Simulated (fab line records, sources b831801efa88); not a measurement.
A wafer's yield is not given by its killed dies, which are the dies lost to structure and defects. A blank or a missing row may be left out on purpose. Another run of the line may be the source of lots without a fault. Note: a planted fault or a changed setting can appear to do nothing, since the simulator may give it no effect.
Problem report, 8D (eight disciplines) form, completed by code / flow gf180mcu / the parts of the form that need people (team, actions taken, sign-off) are left out

1. WHAT IS WRONG
Wafers without a fault read 128.5 s, standard deviation 0.43; runLengthS at GF_HV_LDD_ETCHBACK_58 reads a mean of 125.1 s on 6 wafers belonging to 2 lots. That is -7.9 standard deviations from the usual mean.
The step: etches Si3N4 in CH3F/O2, stops on SiO2, time 100 s, target depth 90 nm.
Earliest sighting: wafer L478.1 on rieDiel-03 at day 17 21:56. At this step, 42 wafers from 14 lots have a number in the record. Rule for "out", or "out of limits": more than 4 standard deviations from the usual mean. The rest of the wafers with a number are treated as sound.

2. WHAT IT IS AND WHAT IT IS NOT
question=which readings at this step | is=runLengthS | is not=drypumpMotorCurrentA, throttleValvePct
question=which lots | is=L478, L480 | is not=L463, L464, L465, L466, L468, L469, L471, L472, L482, L484, L485, L486
question=which wafers of those lots | is=all that have a number | is not=-
question=read on which tools | is=rieDiel-03 | is not=rieDiel-02, rieDiel-04
question=when | is=from day 17 21:56 | is not=up to then (24 sound wafers); but 12 sound wafers of L482, L484, L485, L486 came after

3. THE SUSPECTS, EACH WITH WHAT RULES IT OUT
Counting: a tool at a process step up to the reading stays a suspect if it ran every lot that is out and no sound lot after the first of them.
- rieDiel-03 at GF_HV_LDD_ETCHBACK_58 (etches Si3N4 in CH3F/O2, stops on SiO2, time 100 s, target depth 90 nm): kept. It processed each lot that is out, first L478 at day 17 21:56, and no sound lot thereafter; up to then, the last sound lot it processed was L472 at day 15 18:42. Out on those wafers are its own readings of runLengthS.
Remaining after the count: rieDiel-03 at GF_HV_LDD_ETCHBACK_58.

4. THE CAUSE (what the simulator had put in)
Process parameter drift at GF_HV_LDD_ETCHBACK_58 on rieDiel-03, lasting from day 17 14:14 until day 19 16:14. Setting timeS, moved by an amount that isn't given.
After counting, this tool was the only one left.

5. THE CHAIN OF EFFECTS, in route order
One row per reading whose mean, taken over the struck wafers that have a number, lies over 3 standard deviations from the usual. Only readings whose record carries a usual standard deviation are examined. hours: median over the lots of the time between each lot's start at the first step of this table that gives one and its start at this step. sigmas: the change, counted in usual standard deviations.
hours=0; step=GF_HV_LDD_ETCHBACK_58; reading=oesProductAu; usual=0.844 a.u.; on struck wafers=0.874; change=+0.030; sigmas=+4.5
hours=0; step=GF_HV_LDD_ETCHBACK_58; reading=runLengthS; usual=128.5 s; on struck wafers=125.1; change=-3.4; sigmas=-7.9
The process steps in it:
- GF_HV_LDD_ETCHBACK_58: etches Si3N4 in CH3F/O2, stops on SiO2, time 100 s, target depth 90 nm.
At these later measuring or inspecting steps, every struck wafer for which the step has a row has a number for every such reading, and none has moved that far: GF_V1_BOW_MEAS_05, GF_M2_CD_MEAS_14, GF_V2_THK_MEAS_01.

6. WHAT WOULD HAVE CAUGHT IT SOONER
In this record the first reading out of limits was taken at day 17 21:56, 8 hours after the fault began at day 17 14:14.
